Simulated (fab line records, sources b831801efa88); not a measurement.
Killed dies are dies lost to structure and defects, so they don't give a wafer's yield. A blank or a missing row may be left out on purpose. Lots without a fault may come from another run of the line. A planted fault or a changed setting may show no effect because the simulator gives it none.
A struck lot beside a sound one | flow sky130 | 15 steps out of a route of 708
Sound: wafers L714.2, L714.4, L714.5. Struck: wafers L721.1, L721.5, L721.6. The cause comes at the end.
At each step with rows: each side's tool, then ch and its chambers, then its first start. Under that, the readings that differ: sound wafers | struck wafers | difference of the means | sigmas: that difference in standard deviations of wafers without a fault.
alike: readings whose means differ by less than 2 such deviations, and words and numbers that are the same on both sides. not compared: withheld readings, readings that some wafer has no value for, bounds like >300 that may hide the same value, and numbers for which the record gives no deviation and whose values overlap.
The two part at a step that has a row with sigmas, a row that says differs or no value, or rows on one side only. Numbers that don't overlap but have no deviation are shown without sigmas and don't part them. A reading that every wafer of one side lacks parts them only if that side has two wafers or more.

SKY_VIA1_BOW_MEAS_03:
  sound on film_metro-01, day 36 19:02; struck on film_metro-04, day 38 20:35
  alike: VIA1_BOW
then, 8 steps without rows for these wafers: SKY_VIA1_DEHYDRATE_04 (time 60 s); SKY_VIA1_HMDS_05 (prime time 60 s); SKY_VIA1_COAT_06 (resist thk 60 nm); SKY_VIA1_COAT_07 (resist thk 450 nm); SKY_VIA1_SOFTBAKE_08 (time 90 s); SKY_VIA1_EXPOSE_09 (exposes mask VIM, target cd 150 nm); SKY_VIA1_PEB_10; SKY_VIA1_DEVELOP_11 (develop time 60 s).
SKY_VIA1_CD_MEAS_12: target cd 150 nm.
  sound on cd_sem-02, day 37 20:58; struck on cd_sem-01, day 39 20:52
  alike: cd_nm
SKY_VIA1_OVL_MEAS_13:
  sound on overlay-01, day 37 21:04; struck on overlay-01, day 39 20:59
  alike: VIA1_OVL
SKY_VIA1_ETCH_14: etches BARC in N2/H2, stops on SiO2, time 45.9 s, target depth 60 nm.
  sound on rie_diel-04 ch 2,3, day 37 21:06; struck on rie_diel-03 ch 0,3, day 39 21:02
  alike: bias_w, chamber_pressure_mTorr, drypump_motor_current_A, oes_product_au, throttle_valve_pct
  not compared: rf_hours_counter_h
SKY_VIA1_ETCH_15: etches SiO2 in C4F8/O2/Ar, stops on TiN, target depth 351 nm, time 54 s.
  sound on rie_diel-04 ch 2,3, day 37 21:09; struck on rie_diel-03 ch 0,3, day 39 21:04
  no value came back on the struck wafers for bias_w (W), chamber_pressure_mTorr (mTorr), oes_product_au (a.u.), time_s (s); on the sound wafers bias_w (W) reads 1196 1200 1201
  reading                                     | sound             | struck            | difference | sigmas
  model.KrF-thick_of_VIA1_COAT_07.thk_nm (nm) | 320.7 323.1 321.7 | 393.6 391.9 392.6 | +70.9      |
  not compared: rf_hours_counter_h
SKY_VIA1_STRIP_16: strips in O2/N2.
  sound on plasma_asher-03 ch 1, day 37 21:11; struck on plasma_asher-04 ch 0,1, day 39 21:07
  reading                      | sound             | struck            | difference | sigmas
  oes_product_au (a.u.)        | 0.416 0.424 0.415 | 0.444 0.444 0.448 | +0.027     | +6
  strip_time_to_endpoint_s (s) | 4.444 4.463 4.447 | 5.226 5.191 5.201 | +0.755     | +36
  alike: chamber_pressure_mTorr, drypump_motor_current_A
  not compared: rf_hours_counter_h
then, 1 step without rows for these wafers: SKY_VIA1_STRIP_17 (strips in post etch residue remover, time 1200 s).

WHERE THEY PART
First at SKY_VIA1_ETCH_15; last, within this record, at SKY_VIA1_STRIP_16.

WHY: what the simulator had put in
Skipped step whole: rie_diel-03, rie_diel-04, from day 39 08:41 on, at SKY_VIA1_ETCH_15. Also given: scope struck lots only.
